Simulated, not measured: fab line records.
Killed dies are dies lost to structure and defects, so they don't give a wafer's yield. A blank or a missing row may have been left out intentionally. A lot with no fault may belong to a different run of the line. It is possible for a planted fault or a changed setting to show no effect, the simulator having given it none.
One fault seen from 2 desks ; flow gf180mcu ; what lay behind the numbers comes last; until then each desk has only its own

AT THE TOOL OWNER'S DESK: pvd_sputter-01
The tool's own readings at GF_MIM_SPUTTER_08 (material AlCu, target thk 200 nm, time 10.6 s): means of the sampled wafers that have a number, for each lot that ran on this tool. Any lot whose mean is over 4 standard deviations away from the usual mean is out of limits and marked OUT; that distance is given in the brackets.
Columns: A = chamber_pressure_pa at GF_MIM_SPUTTER_08, usual 0.3999 Pa; B = throttle_valve_pct at GF_MIM_SPUTTER_08, usual 30.0 %
lot;first seen here;A;B
L500;day 25 22:14;0.4000;29.8
L501;day 26 04:43;0.4004;29.6
L502;day 26 17:55;0.4001;29.6
L510;day 29 00:43;0.4383 (+56) OUT;27.5
L511;day 29 06:56;0.4391 (+57) OUT;28.1
This desk's verdict: out of limits on L510, L511, starting with L510 at day 29 00:43 (chamber_pressure_pa at GF_MIM_SPUTTER_08). L500, L501, L502: within limits.

METROLOGY DESK
What the gauges read, lot by lot, whatever tool the lot ran on: means of the sampled wafers that have a number. Any lot whose mean is over 4 standard deviations away from the usual mean is out of limits and marked OUT; that distance is given in the brackets.
Columns: A = MIM_ALCU_RS at GF_MIM_RS_MEAS_10, usual 0.1597 ohm/sq; B = MIM_ALCU_THK at GF_MIM_THK_MEAS_11, usual 203.0 nm
lot;first seen here;A;B
L497;day 25 01:37;0.1589;204.5
L498;day 25 02:00;0.1607;200.0
L499;day 25 11:59;0.1620;200.4
L500;day 25 22:19;0.1592;204.7
L501;day 26 04:48;0.1588;203.6
L502;day 26 17:58;0.1599;203.1
L510;day 29 00:47;0.1625;201.7
L511;day 29 06:59;0.1613;204.3
L517;day 30 23:44;0.1621;199.4
L519;day 31 13:40;0.1598;203.2
This desk's finding: nothing out of limits on any of the 10 lots.

TAKEN TOGETHER
The tool owner's desk had the chance to raise an alarm at day 29 00:43 on L510, L511.
At the metrology desk, nothing out of limits was observed.
The metrology desk has L510, L511 on record, within its limits.
All the named lots went through GF_MIM_SPUTTER_08 on pvd_sputter-01.

WHAT WAS PUT IN BY THE SIMULATOR
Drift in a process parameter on pvd_sputter-01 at GF_MIM_SPUTTER_08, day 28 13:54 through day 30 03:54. Setting chamber_pressure_pa shifted by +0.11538 from 0.4. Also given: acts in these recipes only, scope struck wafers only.
Shown lots that were struck: L510, L511.
Hours from the fault's start to each desk's first reading out of limits: the tool owner's desk, 11.
